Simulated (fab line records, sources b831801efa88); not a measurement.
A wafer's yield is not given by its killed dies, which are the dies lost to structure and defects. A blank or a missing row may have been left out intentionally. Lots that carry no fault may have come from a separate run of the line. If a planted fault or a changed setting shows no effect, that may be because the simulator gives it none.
fab line records    flow sky130
record lots=6  wafers=18  last-day=49
route steps=708 shown RES_XHIGH@341 SD_N@342 PAD_OPEN@708
lots with no fault: from the same line, run without faults
start-h: hours from the record's first day to the start of the lot's first wafer shown    wait-h: hours from the lot's prior step to this one    " same as the row above    L1.1+2: a single row standing in for several wafers    - no value, or no start given    * or withheld: withheld    < > ~ a bound
route shown NAME@n: names a module that has steps shown in the file, with the first one's number in the route    usual: average and standard deviation across the fault-free wafers    same: alike in all rows    chamber/n: place in a boat    sites: the reading at each site    _std_site: the values' standard deviation    _edge_site: mean of outer sites minus mean of inner sites    radius-mm: for every site, how far away it sits from the centre of the wafer    mask NAME#n: copy n    behind: the tool/chamber that last shaped the wafer    hold: why the lot was held/for how many hours/how that ended    device: whichever transistor did not switch (one of n, p or np)    end of line: the tests these same wafers got at the end of their route    where a step has no rows: the recipe by itself    killed: count of dies lost to structure and defects at first sort (not the wafer's yield)    map: per-die view of a wafer (x killed, . not killed, _ where there is no die)
set.NAME: setting as actually run; set.NAME@STEP: the setting as run at that earlier step    model.NAME: the simulator's own value behind a step, which no gauge read
lots seen at some steps along the route; tables by step, rows by wafer
services: when a tool's chamber went out of use (start-h, in hours from the record's first day, below 0 if earlier), for how many hours, and the reason
## steps
# step SKY_RES_XHIGH_TW_MEAS_09
# usual RES_XHIGH_TW=1646/33
lot.wafer  tool           chamber  start-h  wait-h  RES_XHIGH_TW
L469.1     film-metro-03  -        630.06   0.1     1621
L469.5     "              -        "        "       1610
L469.6     "              -        "        "       1611
L478.2     film-metro-02  -        719.23   0.1     1687
L478.3     "              -        "        "       1689
L478.5     "              -        "        "       1681
L477.1     film-metro-01  -        723.05   0.1     1624
L477.2     "              -        "        "       1616
L477.4     "              -        "        "       1629
L483.2     film-metro-02  -        747.81   0.1     1693
L483.4     "              -        "        "       1687
L483.6     "              -        "        "       1687
L486.1     film-metro-02  -        769.52   0.1     1686
L486.2     "              -        "        "       1684
L486.6     "              -        "        "       1682
L487.3     film-metro-03  -        777.48   0.1     1631
L487.4     "              -        "        "       1628
L487.5     "              -        "        "       1624
# step SKY_SD_N_DEHYDRATE_00
# recipe temp-c=200  time-s=60
# step SKY_SD_N_HMDS_01
# recipe prime-time-s=60  prime-temp-c=120
# step SKY_SD_N_COAT_02
# recipe resist=NOVOLAK  spin-rpm=3000  resist-thk-nm=1140
# step SKY_SD_N_SOFTBAKE_03
# recipe temp-c=90  time-s=60  resist=NOVOLAK
# step SKY_SD_N_EXPOSE_04
# recipe mask-id=NSDM  na=0.6  source-shape=conventional  sigma-outer=0.6  polarization=unpolarized  target-cd-nm=380  dose-mj=141
# step SKY_SD_N_PEB_05
# recipe temp-c=withheld  time-s=*  resist=NOVOLAK
# step SKY_SD_N_DEVELOP_06
# recipe resist=NOVOLAK  developer=TMAH  develop-time-s=60  dev-temp-c=23.5
# step SKY_SD_N_CD_MEAS_07
# recipe target-cd-nm=380
# usual cd-nm=380.2/2.6
lot.wafer  tool       chamber  start-h  wait-h  cd-nm
L469.1     cd-sem-01  -        658.02   0.1     383.7
L469.5     "          -        "        "       383.8
L469.6     "          -        "        "       382.8
L478.2     cd-sem-02  -        746.19   0.1     374.5
L478.3     "          -        "        "       376.5
L478.5     "          -        "        "       376.3
L477.1     cd-sem-01  -        749.97   0.1     379.9
L477.2     "          -        "        "       380.0
L477.4     "          -        "        "       379.1
L483.2     cd-sem-02  -        774.04   0.1     381.1
L483.4     "          -        "        "       379.8
L483.6     "          -        "        "       380.8
L486.1     cd-sem-01  -        795.96   0.1     381.4
L486.2     "          -        "        "       381.3
L486.6     "          -        "        "       382.6
L487.3     cd-sem-02  -        803.95   0.1     381.7
L487.4     "          -        "        "       381.4
L487.5     "          -        "        "       380.3
# step SKY_SD_N_OVL_MEAS_08
# usual SD_N_OVL=-0.1/1.3
lot.wafer  tool        chamber  start-h  wait-h  SD_N_OVL[nm]
L469.1     overlay-02  -        658.14   0.1     -0.1
L469.5     "           -        "        "       0.1
L469.6     "           -        "        "       -1.8
L478.2     overlay-01  -        746.29   0.1     -1.6
L478.3     "           -        "        "       1.8
L478.5     "           -        "        "       -0.4
L477.1     overlay-01  -        750.09   0.1     -0.8
L477.2     "           -        "        "       -0.6
L477.4     "           -        "        "       -1.1
L483.2     overlay-01  -        774.14   0.1     -0.9
L483.4     "           -        "        "       -3.0
L483.6     "           -        "        "       -2.3
L486.1     overlay-01  -        796.08   0.1     0.2
L486.2     "           -        "        "       0.6
L486.6     "           -        "        "       2.8
L487.3     overlay-02  -        804.04   0.1     0.9
L487.4     "           -        "        "       0.8
L487.5     "           -        "        "       0.3
# step SKY_SD_N_IMPLANT_09
# recipe species=As  energy-kev=50  dose-cm2=4e+15  tilt-deg=0
# step SKY_SD_N_IMPLANT_10
# recipe species=P  energy-kev=20  dose-cm2=1e+14  tilt-deg=0
# step SKY_SD_N_STRIP_11
# recipe chemistry=O2/N2  power-w=1400  pressure-mtorr=1500  platen-temp-c=withheld  o2-flow-sccm=3000  n2-flow-sccm=300  overash-fraction=0.5
# usual chamber-pressure-mTorr=1500.1/1.3  drypump-motor-current-A=6.0/0.31  oes-product-au=0.527/0.0043  strip-time-to-endpoint-s=22.52/0.039
lot.wafer  tool             chamber  start-h  wait-h  chamber-pressure-mTorr  drypump-motor-current-A  oes-product-au  rf-hours-counter-h  strip-time-to-endpoint-s  model.NOVOLAK_of_SD_N_COAT_02.thk-nm
L469.1     plasma-asher-02  1        658.47   0.1     1499.3                  5.6                      0.526           23                  22.49                     0
L469.5     "                1        "        "       1498.3                  5.5                      0.526           -                   22.49                     0
L469.6     "                0        "        "       1501.8                  5.9                      0.531           -                   22.51                     0
L478.2     plasma-asher-02  1        746.62   0.1     -                       -                        -               -                   -                         1140
L478.3     "                1        "        "       -                       -                        -               -                   -                         1138
L478.5     "                0        "        "       -                       -                        -               -                   -                         1137
L477.1     plasma-asher-04  1        750.42   0.1     -                       -                        -               -                   -                         1138
L477.2     "                0        "        "       -                       -                        -               -                   -                         1137
L477.4     "                1        "        "       -                       -                        -               -                   -                         1136
L483.2     plasma-asher-03  0        774.47   0.1     1501.1                  6.5                      0.528           61                  22.49                     0
L483.4     "                0        "        "       1499.8                  6.5                      0.532           -                   22.51                     0
L483.6     "                1        "        "       1501.3                  5.8                      0.526           -                   22.47                     0
L486.1     plasma-asher-02  1        796.42   0.1     1500.8                  5.5                      0.523           37                  22.56                     0
L486.2     "                0        "        "       1499.3                  5.9                      0.531           37                  22.58                     0
L486.6     "                1        "        "       1501.4                  5.6                      0.522           -                   22.50                     0
L487.3     plasma-asher-02  1        804.40   0.1     1500.4                  5.5                      0.523           -                   22.50                     0
L487.4     "                0        "        "       1500.1                  5.9                      0.528           -                   22.53                     0
L487.5     "                1        "        "       1498.1                  5.6                      0.527           -                   22.54                     0
# step SKY_SD_N_TW_MEAS_12
# usual SD_N_TW=3993/79
lot.wafer  tool           chamber  start-h  wait-h  SD_N_TW
L469.1     film-metro-03  -        658.57   0.1     3884
L469.5     "              -        "        "       3902
L469.6     "              -        "        "       3920
L478.2     film-metro-02  -        746.73   0.1     4108
L478.3     "              -        "        "       4087
L478.5     "              -        "        "       4101
L477.1     film-metro-02  -        750.52   0.1     4097
L477.2     "              -        "        "       4121
L477.4     "              -        "        "       4111
L483.2     film-metro-01  -        774.58   0.1     3954
L483.4     "              -        "        "       3915
L483.6     "              -        "        "       3933
L486.1     film-metro-01  -        796.52   0.1     3934
L486.2     "              -        "        "       3920
L486.6     "              -        "        "       3948
L487.3     film-metro-02  -        804.52   0.1     4084
L487.4     "              -        "        "       4071
L487.5     "              -        "        "       4069
# step SKY_PAD_OPEN_PROBE_99
# usual killed_at_M0_to_M3=44/7.3  killed_at_M4_up=3.1/1.9  killed-at-contacts=24/5.3  killed-at-front-end=15/4  killed-at-other=0.4/0.6  killed-dies=86/9.2  killed-on-rim=17/3.5  killed-open=47/6.9  killed-short=39/6.9
# same gross-dies=492  killed-at-back-side=0
lot.wafer  tool       chamber  start-h  wait-h  killed_at_M0_to_M3  killed_at_M4_up  killed-at-contacts  killed-at-front-end  killed-at-other  killed-dies  killed-on-rim  killed-open  killed-short
L469.1     prober-02  -        1082.29  0.1     35                  1                22                  16                   1                75           17             42           33
L469.5     prober-02  -        1082.49  0.2     42                  1                26                  18                   0                87           19             46           41
L469.6     prober-02  -        1082.54  0.2     44                  3                18                  12                   0                77           14             39           38
L478.2     prober-02  -        1143.69  0.1     43                  1                20                  427                  1                492          96             35           43
L478.3     prober-02  -        1143.74  0.2     46                  4                27                  414                  1                492          96             57           38
L478.5     prober-02  -        1143.84  0.2     47                  3                26                  416                  0                492          96             46           40
L477.1     prober-01  -        1146.69  0.1     37                  0                21                  434                  0                492          96             45           31
L477.2     prober-01  -        1146.74  0.1     48                  1                31                  411                  1                492          96             51           46
L477.4     prober-01  -        1146.84  0.2     36                  3                24                  429                  0                492          96             44           34
L486.1     prober-02  -        1178.09  0.1     43                  3                21                  13                   1                81           18             44           37
L486.2     prober-02  -        1178.14  0.1     34                  2                26                  11                   0                73           17             41           32
L486.6     prober-02  -        1178.34  0.2     31                  4                27                  14                   1                77           13             50           26
L487.3     prober-02  -        1186.20  0.2     43                  2                30                  10                   0                85           13             51           34
L487.4     prober-02  -        1186.25  0.2     45                  3                14                  7                    0                69           13             44           25
L487.5     prober-02  -        1186.30  0.2     42                  3                19                  19                   1                84           21             41           42
# killed by level:class
L469.1 VIA1:geometric-particle:open=9 CONTACT:geometric-particle:open=8 LI_CONTACT:geometric-particle:open=7 FIELD_ISO:geometric-particle:short=6 VIA3:geometric-particle:open=5 FIELD_ISO:geometric-particle:open=4 VIA1:geometric-particle:short=4 METAL2:geometric-particle:short=4
L469.5 VIA3:geometric-particle:open=9 CONTACT:geometric-particle:short=8 VIA2:geometric-particle:open=8 METAL2:geometric-particle:short=6 LOCAL_INTERCONNECT:geometric-particle:short=6 CONTACT:geometric-particle:open=6 POLY_GATE:geometric-particle:open=5 VIA1:geometric-particle:open=5
L469.6 VIA1:geometric-particle:open=14 LI_CONTACT:geometric-particle:open=6 METAL2:geometric-particle:short=6 VIA3:geometric-particle:short=5 CONTACT:geometric-particle:short=5 VIA2:geometric-particle:open=5 CONTACT:geometric-particle:open=4 METAL1:geometric-particle:short=4
L478.2 SD_N:area-rta=412 VIA1:geometric-particle:open=8 VIA2:geometric-particle:short=7 VIA3:geometric-particle:open=6 CONTACT:geometric-particle:open=5 METAL2:geometric-particle:short=5 CONTACT:geometric-particle:short=5 VIA2:geometric-particle:open=5
L478.3 SD_N:area-rta=397 CONTACT:geometric-particle:open=12 VIA2:geometric-particle:open=10 VIA1:geometric-particle:open=10 METAL1:geometric-particle:short=10 FIELD_ISO:geometric-particle:open=6 VIA3:geometric-particle:open=6 LI_CONTACT:geometric-particle:short=4
L478.5 SD_N:area-rta=405 VIA2:geometric-particle:open=11 VIA1:geometric-particle:open=8 LI_CONTACT:geometric-particle:open=7 CONTACT:geometric-particle:short=7 VIA3:geometric-particle:open=7 LOCAL_INTERCONNECT:geometric-particle:short=5 METAL1:geometric-particle:short=5
L477.1 SD_N:area-rta=416 FIELD_ISO:geometric-particle:open=7 VIA3:geometric-particle:open=7 VIA1:geometric-particle:open=6 LI_CONTACT:geometric-particle:open=5 METAL2:geometric-particle:short=5 VIA2:geometric-particle:open=5 FIELD_ISO:geometric-particle:short=4
L477.2 SD_N:area-rta=395 VIA2:geometric-particle:open=11 CONTACT:geometric-particle:open=10 LOCAL_INTERCONNECT:geometric-particle:short=8 VIA3:geometric-particle:open=7 METAL1:geometric-particle:short=7 METAL2:geometric-particle:short=5 LI_CONTACT:geometric-particle:open=5
L477.4 SD_N:area-rta=414 VIA1:geometric-particle:open=13 CONTACT:geometric-particle:open=8 LI_CONTACT:geometric-particle:open=7 VIA3:geometric-particle:short=4 POLY_GATE:geometric-particle:short=4 CONTACT:geometric-particle:short=4 METAL1:geometric-particle:short=4
L486.1 VIA1:geometric-particle:open=11 METAL2:geometric-particle:short=7 VIA3:geometric-particle:open=7 CONTACT:geometric-particle:open=6 FIELD_ISO:geometric-particle:short=5 POLY_GATE:geometric-particle:open=5 LOCAL_INTERCONNECT:geometric-particle:short=5 VIA2:geometric-particle:open=5
L486.2 CONTACT:geometric-particle:open=13 VIA1:geometric-particle:short=6 VIA1:geometric-particle:open=6 VIA3:geometric-particle:open=5 LOCAL_INTERCONNECT:geometric-particle:short=5 CONTACT:geometric-particle:short=5 VIA2:geometric-particle:open=3 FIELD_ISO:geometric-particle:short=3
L486.6 VIA1:geometric-particle:open=9 VIA2:geometric-particle:open=7 LI_CONTACT:geometric-particle:open=7 CONTACT:geometric-particle:open=7 FIELD_ISO:geometric-particle:open=6 LOCAL_INTERCONNECT:geometric-particle:short=5 VIA3:geometric-particle:open=5 POLY_GATE:geometric-particle:open=4
L487.3 VIA1:geometric-particle:open=11 CONTACT:geometric-particle:open=10 VIA2:geometric-particle:open=9 LI_CONTACT:geometric-particle:open=8 VIA2:geometric-particle:short=5 POLY_GATE:geometric-particle:open=4 LOCAL_INTERCONNECT:geometric-particle:short=4 CONTACT:geometric-particle:short=4
L487.4 VIA1:geometric-particle:open=10 VIA3:geometric-particle:open=9 VIA2:geometric-particle:open=5 METAL1:geometric-particle:short=5 FIELD_ISO:geometric-particle:open=4 LI_CONTACT:geometric-particle:open=4 METAL2:geometric-particle:short=4 LI_CONTACT:geometric-particle:short=3
L487.5 VIA1:geometric-particle:open=12 POLY_GATE:geometric-particle:short=9 CONTACT:geometric-particle:open=7 LI_CONTACT:geometric-particle:open=6 METAL2:geometric-particle:short=6 VIA2:geometric-particle:open=6 FIELD_ISO:geometric-particle:open=4 METAL1:geometric-particle:short=4
# map L477.1 (x killed, . not)
__________xxxxxxxxxx_________
________xxxxxxxxxxxxxx_______
______xxxxxxxxxxxxxxxxxx_____
_____xxxxxxxxxxxxxxxxxxxx____
____xxxxxxxxxxxxxxxxxxxxxx___
___xxxxxxxxxxxxxxxxxxxxxxxx__
__xxxxxxxxxxxxxxxxxxxxxxxxxx_
_xxxxxxxxxxxxxxxxxxxxxxxxxxxx
_xxxxxxxxxxxxxxxxxxxxxxxxxxxx
_xxxxxxxxxxxxxxxxxxxxxxxxxxxx
_xxxxxxxxxxxxxxxxxxxxxxxxxxxx
_xxxxxxxxxxxxxxxxxxxxxxxxxxxx
_xxxxxxxxxxxxxxxxxxxxxxxxxxxx
_xxxxxxxxxxxxxxxxxxxxxxxxxxxx
_xxxxxxxxxxxxxxxxxxxxxxxxxxxx
__xxxxxxxxxxxxxxxxxxxxxxxxxx_
___xxxxxxxxxxxxxxxxxxxxxxxx__
____xxxxxxxxxxxxxxxxxxxxxx___
_____xxxxxxxxxxxxxxxxxxxx____
______xxxxxxxxxxxxxxxxxx_____
________xxxxxxxxxxxxxx_______
__________xxxxxxxxxx_________
# map L478.2 (x killed, . not)
__________xxxxxxxxxx_________
________xxxxxxxxxxxxxx_______
______xxxxxxxxxxxxxxxxxx_____
_____xxxxxxxxxxxxxxxxxxxx____
____xxxxxxxxxxxxxxxxxxxxxx___
___xxxxxxxxxxxxxxxxxxxxxxxx__
__xxxxxxxxxxxxxxxxxxxxxxxxxx_
_xxxxxxxxxxxxxxxxxxxxxxxxxxxx
_xxxxxxxxxxxxxxxxxxxxxxxxxxxx
_xxxxxxxxxxxxxxxxxxxxxxxxxxxx
_xxxxxxxxxxxxxxxxxxxxxxxxxxxx
_xxxxxxxxxxxxxxxxxxxxxxxxxxxx
_xxxxxxxxxxxxxxxxxxxxxxxxxxxx
_xxxxxxxxxxxxxxxxxxxxxxxxxxxx
_xxxxxxxxxxxxxxxxxxxxxxxxxxxx
__xxxxxxxxxxxxxxxxxxxxxxxxxx_
___xxxxxxxxxxxxxxxxxxxxxxxx__
____xxxxxxxxxxxxxxxxxxxxxx___
_____xxxxxxxxxxxxxxxxxxxx____
______xxxxxxxxxxxxxxxxxx_____
________xxxxxxxxxxxxxx_______
__________xxxxxxxxxx_________
## services
tool             chamber  start-h  hours  kind
plasma-asher-02  -        682.81   1.2    repair
plasma-asher-03  -        695.68   0.5    repair
plasma-asher-03  -        707.93   1.4    repair
plasma-asher-03  -        728.29   8.6    repair
plasma-asher-04  -        733.75   9.0    pm
plasma-asher-04  0        733.75   9.0    vent-cycle
plasma-asher-04  1        733.75   9.0    vent-cycle
plasma-asher-04  0        742.75   -      clean
plasma-asher-04  1        742.75   -      clean
plasma-asher-04  -        788.76   44.5   pm
## key
first-sign step=SKY_SD_N_STRIP_11  reading=tool-record  direction=missing
effect step=SKY_PAD_OPEN_PROBE_99  reading=killed-at-front-end  direction=up  sigmas=99+  usual=15  struck=422
model-effect step=SKY_SD_N_STRIP_11  value=NOVOLAK_of_SD_N_COAT_02.thk-nm  without=0  struck=1137
more-kills-born-at SKY_SD_N_RTA_14@rtp-anneal-01=1225  SKY_SD_N_RTA_14@rtp-anneal-02=1214
met-at SKY_SD_N_STRIP_11
struck-wafers L477.1,L477.2,L477.4,L478.2,L478.3,L478.5
tester-left-out L477,L478
onset-between 658.47 746.62
fault kind=skipped-step-whole  tool=plasma-asher-02,plasma-asher-04  chamber=-  onset-h=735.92  steps=SKY_SD_N_STRIP_11  scope=struck-lots-only
# tester-left-out: of these lots the tester's yield and bins aren't shown, on N5 and GAA mostly nor the transistor test; their killed dies are dies lost to structure and defects alone, not to doping, threshold or leakage, so they don't give the yield
